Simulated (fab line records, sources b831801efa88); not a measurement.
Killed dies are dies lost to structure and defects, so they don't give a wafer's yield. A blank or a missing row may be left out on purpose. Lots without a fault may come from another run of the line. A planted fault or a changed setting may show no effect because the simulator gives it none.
Chamber matching | flow gf180mcu | GF_CONTACT_CMP_27 on cmp-01: 4 sister chambers
The step polishes, stops on SiO2, t overpolish 15 s, target thk 0 nm. 14 wafers are shown with their chamber, then 7 later ones without.

WAFERS WITH THEIR CHAMBER
wafer  | chamber | motor_current_A (A) | time_to_endpoint_s (s) | edge_zone_pressure_frac
L596.4 | 0       | 11.1                | 82                     | 1.006
L596.5 | 1       | 11.4                | 74                     | 0.995
L596.6 | 2       | 9.9                 | 81                     | 0.999
L598.3 | 0       | 10.8                | 78                     | 0.990
L598.4 | 3       | 10.4                | 72                     | 1.004
L598.5 | 0       | 10.6                | 76                     | 0.990
L606.2 | 0       | 10.0                | 77                     | 1.005
L606.3 | 3       | 9.9                 | 72                     | 0.995
L606.6 | 2       | 10.4                | 77                     | 1.007
L608.2 | 3       | 10.3                | 66                     | 0.991
L608.3 | 1       | 11.2                | 69                     | 0.995
L608.6 | 0       | 10.6                | 72                     | 0.996
L612.1 | 0       | 10.9                | 76                     | 0.995
L612.5 | 3       | 10.4                | 69                     | 1.001

SIGNATURES (means of the wafers above)
reading                 | chamber 0 | chamber 1 | chamber 2 | chamber 3 | scatter within a chamber
motor_current_A         | 10.667    | 11.300    | 10.150    | 10.250    | 0.321
time_to_endpoint_s      | 76.83     | 71.50     | 79.00     | 69.75     | 3.13
edge_zone_pressure_frac | 0.99700   | 0.99500   | 1.00300   | 0.99775   | 0.00619
Rule: a wafer's distance from a chamber is the root of the sum, over the readings, of the square of ((its reading less the chamber's mean) divided by the reading's scatter). The wafer belongs to the nearest chamber; if the next one is less than 2 further off, it can't be placed. The scatter: the root of (the sum of the squares of (reading less its chamber's mean) over the shown wafers, divided by (wafers less chambers)).

WAFERS WITHOUT THEIR CHAMBER
wafer  | motor_current_A (A) | time_to_endpoint_s (s) | edge_zone_pressure_frac
L612.6 | 11.0                | 79                     | 0.999
L618.3 | 10.3                | 70                     | 1.002
L618.5 | 9.9                 | 71                     | 1.009
L618.6 | 10.0                | 77                     | 0.993
L619.1 | 11.3                | 71                     | 1.005
L619.4 | 10.0                | 66                     | 1.003
L619.5 | 9.8                 | 66                     | 0.997

WHICH CHAMBER EACH WENT THROUGH
wafer  | from the rows above          | in truth
L612.6 | can't be placed: 0 or 1 or 2 | 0
L618.3 | can't be placed: 3 or 0      | 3
L618.5 | can't be placed: 3 or 2 or 0 | 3
L618.6 | can't be placed: 2 or 0 or 3 | 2
L619.1 | can't be placed: 1 or 0 or 3 | 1
L619.4 | 3                            | 3
L619.5 | 3                            | 3
Placed correctly: 2 of 7. Can't be placed from these rows: 5 (the true chamber is among the candidates in 5). Placed wrongly: 0.
